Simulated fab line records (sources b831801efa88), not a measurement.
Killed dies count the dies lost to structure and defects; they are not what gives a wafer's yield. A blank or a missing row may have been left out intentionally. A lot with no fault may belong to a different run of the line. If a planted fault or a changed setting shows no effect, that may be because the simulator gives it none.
fab line records -- flow sky130
[record] lots = 5, wafers = 15, last_day = 50
route steps=708 shown VT_ADJUST_NCORE@129 VT_ADJUST_HVTR@131
lots that met no fault: taken from a fault-free run of the same line
start_h: hours from the record's first day to the start of the lot's first wafer shown -- wait_h: hours since the lot's step before -- " repeats the value in the row above -- L1.1+2: a single row standing in for several wafers -- - no value, or no start given -- * or withheld: withheld -- < > ~ a bound
route shown NAME@n: a module of which the file shows steps, and the number in the route of the first -- usual: mean/standard deviation taken from wafers without a fault -- same: alike in all rows -- chamber/n: place in a boat -- sites: readings site by site -- _std_site: standard deviation of those values -- _edge_site: the outer-site mean with the inner-site mean subtracted -- radius_mm: how far each site lies from the wafer's centre -- mask NAME#n: copy n -- behind: tool/chamber where the wafer was last shaped -- hold: the reason the lot was held/the length of the hold in hours/how it ended -- device: which transistor (n, p or np) failed to switch -- end of line: at the end of the route, the tests of the same wafers -- step lacking rows: just its recipe -- killed: at the first sort, the dies lost to defects and structure; wafer yield is something else -- map: dies across one wafer; x = killed, . = not, _ = none there
set.NAME: the setting as run; set.NAME@STEP: as run at that earlier step -- model.NAME: the simulator's own value behind a step, which no gauge read
a table for each step, a row for each wafer; lots at some steps of the route
services: from which hour (start_h, from the record's first day; less than 0 if before it) a tool's chamber was out of use, for how many hours, and why
[[steps]]
[step SKY_VT_ADJUST_NCORE_STRIP_10]
[recipe] chemistry = O2/N2, power_w = 1400, pressure_mtorr = 1500, platen_temp_c = withheld, o2_flow_sccm = 3000, n2_flow_sccm = 300, overash_fraction = 0.5
[usual] drypump_motor_current_A = 5.73/0.27, n2_flow_sccm = 300.0/0.93, oes_product_au = 0.715/0.0045, strip_time_to_endpoint_s = 14.31/0.037
lot.wafer,tool,chamber,start_h,wait_h,drypump_motor_current_A,n2_flow_sccm,oes_product_au,rf_hours_counter_h,strip_time_to_endpoint_s
L077.1,plasma_asher-01,1,205.93,0.1,5.70,299.5,0.713,50,14.30
L077.3,plasma_asher-01,0,205.93,0.1,5.85,300.0,0.721,-,14.30
L077.5,plasma_asher-01,1,205.93,0.1,5.70,301.1,0.720,-,14.30
L080.1,plasma_asher-03,0,225.20,0.1,5.99,299.7,0.712,9,14.30
L080.3,plasma_asher-03,1,225.20,0.1,5.27,300.6,0.718,-,14.28
L080.6,plasma_asher-03,0,225.20,0.1,6.02,300.8,0.712,-,14.29
L085.2,plasma_asher-01,0,262.39,0.1,5.85,298.9,0.712,55,14.30
L085.3,plasma_asher-01,0,262.39,0.1,5.88,298.7,0.723,-,14.31
L085.4,plasma_asher-01,1,262.39,0.1,5.71,300.0,0.709,-,14.28
L090.3,plasma_asher-01,1,293.61,0.1,5.71,300.2,0.719,-,14.30
L090.4,plasma_asher-01,0,293.61,0.1,5.85,299.1,0.718,-,14.27
L090.6,plasma_asher-01,0,293.61,0.1,5.84,300.9,0.719,-,14.27
L096.1,plasma_asher-01,1,339.82,0.1,5.73,297.9,0.720,63,14.25
L096.2,plasma_asher-01,0,339.82,0.1,5.87,299.2,0.717,63,14.28
L096.4,plasma_asher-01,0,339.82,0.1,5.85,298.7,0.719,-,14.29
[step SKY_VT_ADJUST_NCORE_TW_MEAS_11]
[usual] VT_ADJUST_NCORE_TW = 216.8/1.2
lot.wafer,tool,chamber,start_h,wait_h,VT_ADJUST_NCORE_TW
L077.1,film_metro-03,-,206.03,0.1,219.4
L077.3,film_metro-03,-,206.03,0.1,218.0
L077.5,film_metro-03,-,206.03,0.1,218.9
L080.1,film_metro-01,-,225.30,0.1,216.4
L080.3,film_metro-01,-,225.30,0.1,216.4
L080.6,film_metro-01,-,225.30,0.1,216.1
L085.2,film_metro-03,-,262.50,0.1,217.0
L085.3,film_metro-03,-,262.50,0.1,216.0
L085.4,film_metro-03,-,262.50,0.1,216.8
L090.3,film_metro-02,-,293.70,0.1,216.4
L090.4,film_metro-02,-,293.70,0.1,216.3
L090.6,film_metro-02,-,293.70,0.1,216.1
L096.1,film_metro-02,-,339.92,0.1,215.6
L096.2,film_metro-02,-,339.92,0.1,215.1
L096.4,film_metro-02,-,339.92,0.1,215.0
[step SKY_VT_ADJUST_HVTR_DEHYDRATE_00]
[recipe] temp_c = 200, time_s = 60
[usual] plate_temp_C = 200.00/0.16
lot.wafer,tool,chamber,start_h,wait_h,plate_temp_C
L077.1,litho_track-04,0,216.66,10.6,200.09
L077.3,litho_track-04,0,216.66,10.6,200.02
L077.5,litho_track-04,0,216.66,10.6,200.03
L080.1,litho_track-01,0,236.22,10.9,199.94
L080.3,litho_track-01,0,236.22,10.9,199.94
L080.6,litho_track-01,0,236.22,10.9,199.81
L085.2,litho_track-01,0,273.55,11.0,199.88
L085.3,litho_track-01,0,273.55,11.0,200.12
L085.4,litho_track-01,0,273.55,11.0,200.14
L090.3,litho_track-01,0,305.32,11.6,199.83
L090.4,litho_track-01,0,305.32,11.6,199.88
L090.6,litho_track-01,0,305.32,11.6,199.67
L096.1,litho_track-04,0,352.86,12.9,199.93
L096.2,litho_track-04,0,352.86,12.9,200.13
L096.4,litho_track-04,0,352.86,12.9,200.25
[step SKY_VT_ADJUST_HVTR_HMDS_01]
[recipe] prime_time_s = 60, prime_temp_c = 120
[same] prime_time_s = 60
lot.wafer,tool,chamber,start_h,wait_h
L077.1+3+5,litho_track-04,0,216.81,0.1
L080.1+3+6,litho_track-01,0,236.37,0.1
L085.2+3+4,litho_track-01,0,273.70,0.1
L090.3+4+6,litho_track-01,0,305.47,0.1
L096.1+2+4,litho_track-04,0,353.01,0.1
[step SKY_VT_ADJUST_HVTR_COAT_02]
[recipe] resist = NOVOLAK, spin_rpm = 3000, resist_thk_nm = 1140
lot.wafer,tool,chamber,start_h,wait_h
L077.1+3+5,litho_track-04,0,216.96,0.1
L080.1+3+6,litho_track-01,0,236.52,0.1
L085.2+3+4,litho_track-01,0,273.85,0.1
L090.3+4+6,litho_track-01,0,305.62,0.1
L096.1+2+4,litho_track-04,0,353.16,0.1
[step SKY_VT_ADJUST_HVTR_SOFTBAKE_03]
[recipe] temp_c = 90, time_s = 60, resist = NOVOLAK
[usual] plate_temp_C = 89.99/0.13
lot.wafer,tool,chamber,start_h,wait_h,plate_temp_C
L077.1,litho_track-04,0,217.11,0.1,90.11
L077.3,litho_track-04,0,217.11,0.1,90.22
L077.5,litho_track-04,0,217.11,0.1,90.27
L080.1,litho_track-01,0,236.67,0.1,89.94
L080.3,litho_track-01,0,236.67,0.1,89.94
L080.6,litho_track-01,0,236.67,0.1,90.14
L085.2,litho_track-01,0,274.00,0.1,89.82
L085.3,litho_track-01,0,274.00,0.1,90.02
L085.4,litho_track-01,0,274.00,0.1,89.97
L090.3,litho_track-01,0,305.77,0.1,89.91
L090.4,litho_track-01,0,305.77,0.1,90.00
L090.6,litho_track-01,0,305.77,0.1,90.00
L096.1,litho_track-04,0,353.31,0.1,89.73
L096.2,litho_track-04,0,353.31,0.1,89.75
L096.4,litho_track-04,0,353.31,0.1,89.75
[step SKY_VT_ADJUST_HVTR_EXPOSE_04]
[recipe] mask_id = HVTRM, target_cd_nm = 380, na = 0.6, source_shape = conventional, sigma_outer = 0.6, dose_mj = 150
lot.wafer,tool,chamber,start_h,wait_h,mask
L077.1+3+5,iline_stepper-02,0,-,-,HVTRM#0
L080.1+3+6,iline_stepper-02,0,-,-,HVTRM#0
L085.2+3+4,iline_stepper-01,0,-,-,HVTRM#0
L090.3+4+6,iline_stepper-01,0,-,-,HVTRM#0
L096.1+2+4,iline_stepper-02,0,-,-,HVTRM#0
[step SKY_VT_ADJUST_HVTR_PEB_05]
[recipe] temp_c = withheld, time_s = *, resist = NOVOLAK
lot.wafer,tool,chamber,start_h,wait_h
L077.1+3+5,litho_track-01,0,-,-
L080.1+3+6,litho_track-03,0,-,-
L085.2+3+4,litho_track-04,0,-,-
L090.3+4+6,litho_track-01,0,-,-
L096.1+2+4,litho_track-04,0,-,-
[step SKY_VT_ADJUST_HVTR_DEVELOP_06]
[recipe] develop_time_s = 60, dev_temp_c = 23
lot.wafer,tool,chamber,start_h,wait_h
L077.1+3+5,litho_track-01,0,228.22,0.1
L080.1+3+6,litho_track-03,0,247.77,0.1
L085.2+3+4,litho_track-04,0,286.04,0.1
L090.3+4+6,litho_track-01,0,318.02,0.1
L096.1+2+4,litho_track-04,0,366.81,0.1
[step SKY_VT_ADJUST_HVTR_CD_MEAS_07]
[recipe] target_cd_nm = 380
[usual] cd_nm = 380.1/2.8
lot.wafer,tool,chamber,start_h,wait_h,cd_nm
L077.1,cd_sem-02,-,228.37,0.1,381.2
L077.3,cd_sem-02,-,228.37,0.1,378.8
L077.5,cd_sem-02,-,228.37,0.1,379.3
L080.1,cd_sem-01,-,247.92,0.1,379.4
L080.3,cd_sem-01,-,247.92,0.1,380.9
L080.6,cd_sem-01,-,247.92,0.1,380.2
L085.2,cd_sem-02,-,286.18,0.1,380.0
L085.3,cd_sem-02,-,286.18,0.1,380.1
L085.4,cd_sem-02,-,286.18,0.1,380.1
L090.3,cd_sem-02,-,318.16,0.1,383.2
L090.4,cd_sem-02,-,318.16,0.1,380.1
L090.6,cd_sem-02,-,318.16,0.1,382.3
L096.1,cd_sem-02,-,366.96,0.1,384.2
L096.2,cd_sem-02,-,366.96,0.1,386.4
L096.4,cd_sem-02,-,366.96,0.1,384.8
[step SKY_VT_ADJUST_HVTR_OVL_MEAS_08]
[usual] VT_ADJUST_HVTR_OVL = -0.7/1.3
lot.wafer,tool,chamber,start_h,wait_h,VT_ADJUST_HVTR_OVL[nm]
L077.1,overlay-01,-,228.49,0.1,-1.4
L077.3,overlay-01,-,228.49,0.1,-1.9
L077.5,overlay-01,-,228.49,0.1,-2.5
L080.1,overlay-02,-,248.04,0.1,-0.4
L080.3,overlay-02,-,248.04,0.1,-0.3
L080.6,overlay-02,-,248.04,0.1,-1.0
L085.2,overlay-02,-,286.29,0.1,-0.5
L085.3,overlay-02,-,286.29,0.1,1.3
L085.4,overlay-02,-,286.29,0.1,0.1
L090.3,overlay-02,-,318.26,0.1,-0.2
L090.4,overlay-02,-,318.26,0.1,-1.8
L090.6,overlay-02,-,318.26,0.1,0.8
L096.1,overlay-02,-,367.08,0.1,0.7
L096.2,overlay-02,-,367.08,0.1,0.6
L096.4,overlay-02,-,367.08,0.1,-0.7
[step SKY_VT_ADJUST_HVTR_IMPLANT_09]
[recipe] species = B, energy_kev = 10, dose_cm2 = 2.1e+12, tilt_deg = withheld
lot.wafer,tool,chamber,start_h,wait_h
L077.1+3+5,implanter-03,0,228.53,0.0
L080.1+3+6,implanter-01,0,248.08,0.0
L085.2+3+4,implanter-03,0,286.34,0.0
L090.3+4+6,implanter-04,0,318.33,0.1
L096.1+2+4,implanter-01,0,367.12,0.0
[step SKY_VT_ADJUST_HVTR_STRIP_10]
[recipe] chemistry = O2/N2, power_w = 1400, pressure_mtorr = 1500, platen_temp_c = withheld, o2_flow_sccm = 3000, n2_flow_sccm = 300, overash_fraction = 0.5
[usual] drypump_motor_current_A = 5.7/0.35, n2_flow_sccm = 300.0/0.97, oes_product_au = 0.715/0.0047, strip_time_to_endpoint_s = 14.17/0.043
lot.wafer,tool,chamber,start_h,wait_h,drypump_motor_current_A,n2_flow_sccm,oes_product_au,rf_hours_counter_h,strip_time_to_endpoint_s
L077.1,plasma_asher-02,0,228.68,0.1,5.3,300.4,0.708,42,14.12
L077.3,plasma_asher-02,1,228.68,0.1,6.2,299.2,0.711,-,14.08
L077.5,plasma_asher-02,0,228.68,0.1,5.3,299.8,0.714,-,14.15
L080.1,plasma_asher-02,1,248.23,0.1,6.2,299.5,0.718,44,14.15
L080.3,plasma_asher-02,1,248.23,0.1,6.2,299.7,0.716,-,14.17
L080.6,plasma_asher-02,1,248.23,0.1,6.2,301.1,0.717,-,14.17
L085.2,plasma_asher-01,0,286.47,0.1,5.8,300.3,0.722,58,14.14
L085.3,plasma_asher-01,1,286.47,0.1,5.7,299.9,0.711,-,14.22
L085.4,plasma_asher-01,0,286.47,0.1,5.8,301.8,0.715,-,14.23
L090.3,plasma_asher-03,1,318.46,0.1,5.3,299.1,0.720,-,14.13
L090.4,plasma_asher-03,0,318.46,0.1,6.0,300.1,0.716,-,14.18
L090.6,plasma_asher-03,0,318.46,0.1,6.0,299.4,0.713,-,14.17
L096.1,plasma_asher-01,0,367.27,0.1,5.8,300.8,0.717,66,14.20
L096.2,plasma_asher-01,1,367.27,0.1,5.7,298.1,0.727,66,14.16
L096.4,plasma_asher-01,1,367.27,0.1,5.7,301.7,0.711,-,14.17
[step SKY_VT_ADJUST_HVTR_TW_MEAS_11]
[usual] VT_ADJUST_HVTR_TW = 208.4/1
lot.wafer,tool,chamber,start_h,wait_h,VT_ADJUST_HVTR_TW
L077.1,film_metro-02,-,228.78,0.1,208.9
L077.3,film_metro-02,-,228.78,0.1,209.5
L077.5,film_metro-02,-,228.78,0.1,209.2
L080.1,film_metro-02,-,248.33,0.1,208.5
L080.3,film_metro-02,-,248.33,0.1,210.0
L080.6,film_metro-02,-,248.33,0.1,209.2
L085.2,film_metro-04,-,286.58,0.1,205.7
L085.3,film_metro-04,-,286.58,0.1,207.3
L085.4,film_metro-04,-,286.58,0.1,209.0
L090.3,film_metro-04,-,318.55,0.1,206.8
L090.4,film_metro-04,-,318.55,0.1,207.7
L090.6,film_metro-04,-,318.55,0.1,206.7
L096.1,film_metro-02,-,367.37,0.1,207.3
L096.2,film_metro-02,-,367.37,0.1,208.4
L096.4,film_metro-02,-,367.37,0.1,208.9
[[services]]
tool,chamber,start_h,hours,kind
iline_stepper-01,-,212.81,4.3,pm
implanter-03,-,219.28,2.8,repair
implanter-03,-,249.91,1.8,repair
iline_stepper-01,-,250.60,3.6,repair
iline_stepper-01,-,269.24,1.7,pm
plasma_asher-03,-,275.73,1.2,repair
implanter-01,-,275.99,5.2,repair
iline_stepper-02,-,278.32,0.7,repair
implanter-01,-,284.46,5.1,repair
iline_stepper-02,0,286.75,-,calibration
implanter-03,-,288.14,3.5,repair
implanter-01,-,294.51,2.9,pm
iline_stepper-02,-,299.18,10.6,repair
iline_stepper-02,-,312.53,1.7,pm
litho_track-01,-,313.59,-,consumable_replace:filter
implanter-03,-,319.81,1.9,repair
implanter-01,-,330.26,5.2,pm
implanter-04,-,347.87,2.4,pm
implanter-03,-,356.48,2.0,repair
implanter-03,-,362.99,46.1,repair
[[key]]
fault none
